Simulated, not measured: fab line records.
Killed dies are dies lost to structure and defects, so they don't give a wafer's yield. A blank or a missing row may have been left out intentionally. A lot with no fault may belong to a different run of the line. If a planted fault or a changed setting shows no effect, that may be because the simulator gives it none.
A lot that was struck, set against a sound lot || flow sky130 || 35 steps out of a route of 708
Sound: the wafers L975.1, L975.2, L975.6. Struck: wafers L984.2, L984.4. (L984.3 of the same lot was not struck and is left out.) The cause comes at the end.
Per side, at each step with rows, come the tool, then ch with its chambers, and then its first start. Under that, the readings that differ: sound wafers || struck wafers || difference of the means || sigmas: that difference in standard deviations of wafers without a fault.
alike: a reading whose means differ by less than 2 such deviations, as well as words and numbers matching on both sides. not compared: withheld readings; readings where some wafer has no value; bounds like >300 that might hide an equal value; numbers whose values overlap and for which the record gives no deviation.
Wherever a step has rows on one side only, a row that says differs or no value, or a row with sigmas, the two part there. Non-overlapping numbers with no deviation appear without sigmas and do not part them. A reading that every wafer of one side lacks parts them only if that side has two wafers or more.

first, 5 steps without rows for these wafers: SKY_METAL5_SOFTBAKE_10 (time 60 s); SKY_METAL5_EXPOSE_11 (exposes mask MM5, target cd 1600 nm); SKY_METAL5_PEB_12; SKY_METAL5_DEVELOP_13 (develop time 60 s); SKY_METAL5_DESCUM_14 (chemistry O2, time 11 s).
SKY_METAL5_METAL_ETCH_15: etches the open film in Cl2/BCl3, stops on SiO2, target depth 1260 nm, time 252 s.
  sound on rie metal-04 ch 0,1, day 43 19:06; struck on rie metal-02 ch 0,1, day 46 07:10
  alike: bcl3 flow sccm, drypump motor current A, oes product au, throttle valve pct
  not compared: rf hours counter h
SKY_METAL5_STRIP_16: strips in O2/N2.
  sound on plasma asher-03 ch 0,1, day 43 19:20; struck on plasma asher-04 ch 0,1, day 46 07:23
  alike: drypump motor current A, oes product au, strip time to endpoint s
  not compared: rf hours counter h
then, 3 steps without rows for these wafers: SKY_METAL5_STRIP_17 (strips in post etch residue remover, time 1200 s); SKY_METAL5_CLEAN_18 (cleans in IPA, time 180 s); SKY_METAL5_CLEAN_19 (cleans in O3/DIW).
SKY_PASSIVATION_CVD_00: deposits SiO2, target thk 90 nm.
  sound on pecvd-01 ch 0,2, day 43 19:58; struck on pecvd-01 ch 0,2, day 46 08:21
  alike: heater power w, susceptor temp C
SKY_PASSIVATION_THK_MEAS_01:
  struck on film metro-03, day 46 08:23; sound on film metro-02, day 43 19:59
  alike: PASSIVATION_CVD_00_THK
SKY_PASSIVATION_CVD_02: deposits Si3N4, target thk 540 nm.
  sound on pecvd-04 ch 1,2, day 43 20:03; struck on pecvd-04 ch 1,2, day 46 08:26
{"reading": "model.Si3N4_of_PASSIVATION_CVD_02.thk nm (nm)", "sound": "529.1 531.8 543", "struck": "924.4 947.7", "difference": "+401.4", "sigmas": ""}
  alike: heater power w, susceptor temp C
SKY_PASSIVATION_THK_MEAS_03:
  struck on film metro-02, day 46 08:40; sound on film metro-01, day 43 20:17
{"reading": "PASSIVATION_CVD_02_THK (nm)", "sound": "529 532 543", "struck": "924 949", "difference": "+402", "sigmas": "+55"}
then, 7 steps without rows for these wafers: SKY_PASSIVATION_DEHYDRATE_04 (time 60 s); SKY_PASSIVATION_HMDS_05 (prime time 60 s); SKY_PASSIVATION_COAT_06 (resist thk 3000 nm); SKY_PASSIVATION_SOFTBAKE_07; SKY_PASSIVATION_EXPOSE_08 (exposes mask NSM, target cd 3000 nm); SKY_PASSIVATION_PEB_09; SKY_PASSIVATION_DEVELOP_10 (develop time 60 s).
SKY_PASSIVATION_ETCH_11: etches the open film in CF4/O2, stops on AlCu, target depth 725 nm, time 161.1 s.
  sound on rie diel-03 ch 0,1,2, day 44 18:40; struck on rie diel-03 ch 1,2, day 47 05:01
{"reading": "oes product au (a.u.)", "sound": "0.967 0.972 0.979", "struck": "0.990 0.989", "difference": "+0.017", "sigmas": "+2"}
{"reading": "model.PASSIVATION.feature depth nm (nm)", "sound": "691.2 695.9 707.9", "struck": "714.2 715.2", "difference": "+16.4", "sigmas": ""}
{"reading": "model.etch.depth nm (nm)", "sound": "691.2 695.9 707.9", "struck": "714.2 715.2", "difference": "+16.4", "sigmas": ""}
  alike: drypump motor current A, throttle valve pct
  not compared: rf hours counter h
SKY_PASSIVATION_STRIP_12: strips in O2/N2.
  sound on plasma asher-04 ch 0,1, day 44 18:46; struck on plasma asher-02 ch 0, day 47 05:07
  alike: drypump motor current A, oes product au, strip time to endpoint s
  not compared: rf hours counter h
then, 7 steps without rows for these wafers: SKY_PAD_OPEN_DEHYDRATE_00 (time 60 s); SKY_PAD_OPEN_HMDS_01 (prime time 60 s); SKY_PAD_OPEN_COAT_02 (resist thk 3000 nm); SKY_PAD_OPEN_SOFTBAKE_03; SKY_PAD_OPEN_EXPOSE_04 (exposes mask PDM, target cd 60000 nm); SKY_PAD_OPEN_PEB_05; SKY_PAD_OPEN_DEVELOP_06 (develop time 60 s).
SKY_PAD_OPEN_ETCH_07: etches the open film in CF4/O2, stops on AlCu, target depth 725 nm, time 161.1 s.
  sound on rie diel-02 ch 0,2,3, day 45 16:19; struck on rie diel-03 ch 0,3, day 48 00:46
{"reading": "oes product au (a.u.)", "sound": "0.972 0.964 0.962", "struck": "0.984 0.992", "difference": "+0.022", "sigmas": "+3"}
{"reading": "model.PAD_OPEN.feature depth nm (nm)", "sound": "691.2 695.9 707.9", "struck": "717.5 715", "difference": "+17.9", "sigmas": ""}
{"reading": "model.etch.depth nm (nm)", "sound": "691.2 695.9 707.9", "struck": "717.5 715", "difference": "+17.9", "sigmas": ""}
  alike: drypump motor current A, throttle valve pct
  not compared: rf hours counter h
SKY_PAD_OPEN_STRIP_08: strips in O2/N2.
  sound on plasma asher-02 ch 0,1, day 45 16:25; struck on plasma asher-01 ch 0,1, day 48 00:52
  alike: drypump motor current A, oes product au, strip time to endpoint s
  not compared: rf hours counter h
SKY_PAD_OPEN_STRIP_09: strips in post etch residue remover, time 1200 s.
  sound on wet bench-02 ch 1, day 45 16:32; struck on wet bench-03 ch 3, day 48 00:59
{"reading": "model.Si3N4_of_PASSIVATION_CVD_02.thk nm (nm)", "sound": "528.8 531.5 542.7", "struck": "924.1 947.3", "difference": "+401.4", "sigmas": ""}
then, 1 step without rows for these wafers: SKY_PAD_OPEN_CLEAN_10 (cleans in IPA, time 180 s).
SKY_PAD_OPEN_PROBE_99:
  struck on prober-02, day 48 03:34; sound on prober-02, day 45 18:46
{"reading": "model.etest.tester.sort n pass", "sound": "402 401 409", "struck": "0 0", "difference": -404, "sigmas": ""}
{"reading": "model.etest.tester.sort yield pct (%)", "sound": "81.71 81.5 83.13", "struck": "0 0", "difference": -82, "sigmas": ""}
{"reading": "model.etest.tester.sort_bin_5_pct (%)", "sound": "12.4 11.18 10.77", "struck": "93.5 93.7", "difference": "+82.1", "sigmas": ""}
{"reading": "model.etest.res deep nwell.open", "sound": "0 0 0", "struck": "1 1", "difference": "+1", "sigmas": ""}
{"reading": "model.etest.diode ndiff fingers.under floor", "sound": "0 0 0", "struck": "1 1", "difference": "+1", "sigmas": ""}
{"reading": "model.etest.field n.under floor", "sound": "0 0 0", "struck": "1 1", "difference": "+1", "sigmas": ""}
{"reading": "model.etest.cap ono.under floor", "sound": "0 0 0", "struck": "1 1", "difference": "+1", "sigmas": ""}
{"reading": "model.etest.pfet g5v0d10v5.open", "sound": "0 0 0", "struck": "1 1", "difference": "+1", "sigmas": ""}
  alike: defect limited yield, killed_at_M0_to_M3, killed_at_M4_up, killed at contacts, killed at front end, killed at other, killed dies, killed open, killed short

## WHERE THEY PART
At SKY_PASSIVATION_THK_MEAS_03 first; at SKY_PAD_OPEN_ETCH_07 last (within this record only). Later steps at which nothing parts them and some readings are alike: SKY_PAD_OPEN_STRIP_08, SKY_PAD_OPEN_PROBE_99.

WHY: whatever the simulator had introduced
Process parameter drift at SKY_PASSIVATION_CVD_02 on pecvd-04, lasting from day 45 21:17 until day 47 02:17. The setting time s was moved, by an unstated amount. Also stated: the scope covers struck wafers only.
